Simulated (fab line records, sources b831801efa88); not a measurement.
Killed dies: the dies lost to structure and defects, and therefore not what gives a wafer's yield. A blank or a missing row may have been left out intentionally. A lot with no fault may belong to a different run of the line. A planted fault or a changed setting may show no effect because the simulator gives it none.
The tool behind it: which one? + flow gf180mcu + Sampling: 12 lots, 36 wafers, 5 of 602 route steps

## WHAT THE GAUGES READ, wafer by wafer
GF_MIM_RS_MEAS_10: measures by four-point-probe. Usual: for MIM_ALCU_RS the level is 0.1592 ohm/sq and the standard deviation is 0.002.
| lot  | measured     | on            | MIM_ALCU_RS (ohm/sq) | flag |
|------|--------------|---------------|----------------------|------|
| L920 | day 24 13:48 | film-metro-03 | 0.1592 0.1622 0.1600 |      |
| L922 | day 25 07:27 | film-metro-02 | 0.1561 0.1573 0.1558 |      |
| L923 | day 25 18:33 | film-metro-03 | 0.1601 0.1607 0.1611 |      |
| L927 | day 26 21:12 | film-metro-02 | 0.1570 0.1564 0.1604 |      |
| L928 | day 27 05:47 | film-metro-03 | 0.1555 0.1565 0.1575 |      |
| L929 | day 27 23:20 | film-metro-03 | 0.1592 0.1618 0.1581 |      |
| L936 | day 29 14:53 | film-metro-02 | 0.1591 0.1584 0.1598 |      |
| L937 | day 29 23:41 | film-metro-03 | 0.1584 0.1578 0.1616 |      |
| L938 | day 30 02:44 | film-metro-03 | 0.1553 0.1598 0.1569 |      |
| L939 | day 30 08:53 | film-metro-03 | 0.1593 0.1593 0.1587 |      |
| L942 | day 31 00:49 | film-metro-03 | 0.1583 0.1587 0.1579 |      |
| L943 | day 31 10:47 | film-metro-02 | 0.1581 0.1589 0.1585 |      |

GF_V5_THK_MEAS_01. Usual: for V5_CVD_00_THK the level is 298 nm and the standard deviation is 3.2.
| lot  | measured     | on            | V5_CVD_00_THK (nm) | flag |
|------|--------------|---------------|--------------------|------|
| L920 | day 26 09:57 | film-metro-04 | 300 300 294        |      |
| L922 | day 27 01:24 | film-metro-02 | 303 299 302        |      |
| L923 | day 27 12:06 | film-metro-04 | 300 302 301        |      |
| L927 | day 28 14:46 | film-metro-02 | 298 299 252        | OFF  |
| L928 | day 28 22:55 | film-metro-04 | 300 252 299        | OFF  |
| L929 | day 29 14:25 | film-metro-04 | 297 295 294        |      |
| L936 | day 31 04:46 | film-metro-04 | 296 304 300        |      |
| L937 | day 31 13:30 | film-metro-02 | 300 303 305        |      |
| L938 | day 31 15:17 | film-metro-02 | 292 292 293        |      |
| L939 | day 31 21:07 | film-metro-04 | 297 297 294        |      |
| L942 | day 32 12:21 | film-metro-04 | 300 297 300        |      |
| L943 | day 32 21:20 | film-metro-02 | 301 295 299        |      |

GF_V5_CD_MEAS_14 targets a cd of 260 nm. Usual: cd-nm 260.2 nm, standard deviation 1.2.
| lot  | measured     | on        | cd-nm (nm)        | flag |
|------|--------------|-----------|-------------------|------|
| L920 | day 27 06:04 | cd-sem-01 | 260.3 259.6 260.2 |      |
| L922 | day 27 21:47 | cd-sem-01 | 258.2 259.3 260.0 |      |
| L923 | day 28 08:28 | cd-sem-01 | 259.5 261.2 260.4 |      |
| L927 | day 29 11:07 | cd-sem-01 | 259.5 258.6 260.0 |      |
| L928 | day 29 18:33 | cd-sem-01 | 259.6 260.9 258.5 |      |
| L929 | day 30 09:23 | cd-sem-02 | 259.9 260.5 260.2 |      |
| L936 | day 31 22:16 | cd-sem-02 | 260.9 260.9 261.4 |      |
| L937 | day 32 07:02 | cd-sem-02 | 259.8 258.9 260.2 |      |
| L938 | day 32 08:44 | cd-sem-01 | 260.5 260.7 259.9 |      |
| L939 | day 32 14:44 | cd-sem-01 | 260.5 260.4 261.5 |      |
| L942 | day 33 04:59 | cd-sem-02 | 259.6 259.3 257.9 |      |
| L943 | day 33 13:58 | cd-sem-02 | 259.5 258.6 259.2 |      |

## WHAT TOOL EACH LOT RAN ON (gives the tool, then ch and the chambers of the sampled wafers, and finally the start)
| lot  | GF_V4_CMP_04                  | GF_V5_CVD_00                     |
|------|-------------------------------|----------------------------------|
| L920 | cmp-02 ch 1,2,3, day 23 14:02 | hdpcvd-02 ch 0,1, day 26 09:53   |
| L922 | cmp-01 ch 0,1,3, day 24 07:59 | hdpcvd-01 ch 0,1, day 27 01:20   |
| L923 | cmp-01 ch 0,1,2, day 24 18:36 | hdpcvd-01 ch 0,1, day 27 12:01   |
| L927 | cmp-01 ch 0,1,2, day 25 21:58 | hdpcvd-02 ch 0,1,2, day 28 14:43 |
| L928 | cmp-01 ch 2,3, day 26 06:52   | hdpcvd-02 ch 0,1,2, day 28 22:53 |
| L929 | cmp-01 ch 0,1, day 27 01:04   | hdpcvd-01 ch 0,1, day 29 14:23   |
| L936 | cmp-02 ch 0,2,3, day 28 18:14 | hdpcvd-02 ch 0,1,2, day 31 04:44 |
| L937 | cmp-01 ch 1,2,3, day 29 02:39 | hdpcvd-01 ch 0,1,2, day 31 13:26 |
| L938 | cmp-01 ch 0,1, day 29 06:02   | hdpcvd-02 ch 0,1, day 31 15:14   |
| L939 | cmp-02 ch 0,1,2, day 29 12:35 | hdpcvd-01 ch 0,1, day 31 21:04   |
| L942 | cmp-02 ch 0,1,3, day 30 04:34 | hdpcvd-01 ch 0,1, day 32 12:18   |
| L943 | cmp-01 ch 1,2, day 30 15:10   | hdpcvd-02 ch 0,2, day 32 21:17   |
- GF_V4_CMP_04: polishes SiO2.
- GF_V5_CVD_00: deposits SiO2, target thk 300 nm, time 50 s.

## AS READ BY THE TOOLS THEMSELVES (means over the sampled wafers that have a number; for cases with no such wafer, the mark the record gives instead)
GF_V4_CMP_04. Usual: motor-current-A 12.0 A, standard deviation 1.1; platen-rpm 59.99 rpm, standard deviation 0.035; slurry-flow-ml-min 150.0, standard deviation 0.45; time-to-endpoint-s 81 s, standard deviation 5.4.
| lot  | tool   | motor-current-A (A) | platen-rpm (rpm) | slurry-flow-ml-min | time-to-endpoint-s (s) | flag |
|------|--------|---------------------|------------------|--------------------|------------------------|------|
| L920 | cmp-02 | 12.3                | 60.00            | 150.0              | 83                     |      |
| L922 | cmp-01 | 11.8                | 60.01            | 150.4              | 84                     |      |
| L923 | cmp-01 | 11.0                | 59.99            | 150.1              | 80                     |      |
| L927 | cmp-01 | 11.6                | 59.98            | 149.4              | 78                     |      |
| L928 | cmp-01 | 10.9                | 59.98            | 149.5              | 78                     |      |
| L929 | cmp-01 | 12.2                | 59.97            | 150.1              | 75                     |      |
| L936 | cmp-02 | 12.5                | 60.06            | 150.0              | 82                     |      |
| L937 | cmp-01 | 11.5                | 60.00            | 150.0              | 82                     |      |
| L938 | cmp-01 | 11.4                | 60.01            | 150.5              | 83                     |      |
| L939 | cmp-02 | 12.4                | 60.00            | 150.3              | 73                     |      |
| L942 | cmp-02 | 12.6                | 59.95            | 150.0              | 88                     |      |
| L943 | cmp-01 | 12.1                | 59.97            | 149.9              | 78                     |      |

GF_V5_CVD_00. Usual: pressure-mtorr 5.999 mTorr, standard deviation 0.011; sih4-flow-sccm 60.00 sccm, standard deviation 0.19.
| lot  | tool      | pressure-mtorr (mTorr) | sih4-flow-sccm (sccm) | flag |
|------|-----------|------------------------|-----------------------|------|
| L920 | hdpcvd-02 | 5.997                  | 59.98                 |      |
| L922 | hdpcvd-01 | 5.986                  | 59.97                 |      |
| L923 | hdpcvd-01 | 6.011                  | 60.06                 |      |
| L927 | hdpcvd-02 | 5.999                  | 56.81                 | OFF  |
| L928 | hdpcvd-02 | 6.005                  | 56.92                 | OFF  |
| L929 | hdpcvd-01 | 6.002                  | 60.15                 |      |
| L936 | hdpcvd-02 | 6.005                  | 59.98                 |      |
| L937 | hdpcvd-01 | 6.006                  | 59.90                 |      |
| L938 | hdpcvd-02 | 6.003                  | 59.98                 |      |
| L939 | hdpcvd-01 | 6.006                  | 60.19                 |      |
| L942 | hdpcvd-01 | 5.995                  | 60.04                 |      |
| L943 | hdpcvd-02 | 6.000                  | 59.88                 |      |

## THE ANSWER, worked out from the rows above alone
Rule: take the mean of a lot's wafers that have a number; if it is more than 3 standard deviations from the usual mean, the lot is off. A lot without any number at a reading at which 4 lots or more have one is off too. Any other lot the step has rows for is counted as sound. The gauges are gone through in route order, then the tools' own readings, and for those a lot's mean is taken as printed above. At the first step where some lot is off, the reading lying furthest off is the one used; lots without a number count as furthest.
Off: at GF_V5_THK_MEAS_01 (V5_CVD_00_THK), L927, L928.
If a tool, at a process step before that reading, ran all the lots that are off and no sound lot after the first of them, it fits. Not tried: the gauges at GF_V5_THK_MEAS_01; whatever is off there is also off at GF_V5_CVD_00, on other tools, and gauge error can't account for it. Not one of the candidates tried fits.

## WHAT WAS PUT IN BY THE SIMULATOR
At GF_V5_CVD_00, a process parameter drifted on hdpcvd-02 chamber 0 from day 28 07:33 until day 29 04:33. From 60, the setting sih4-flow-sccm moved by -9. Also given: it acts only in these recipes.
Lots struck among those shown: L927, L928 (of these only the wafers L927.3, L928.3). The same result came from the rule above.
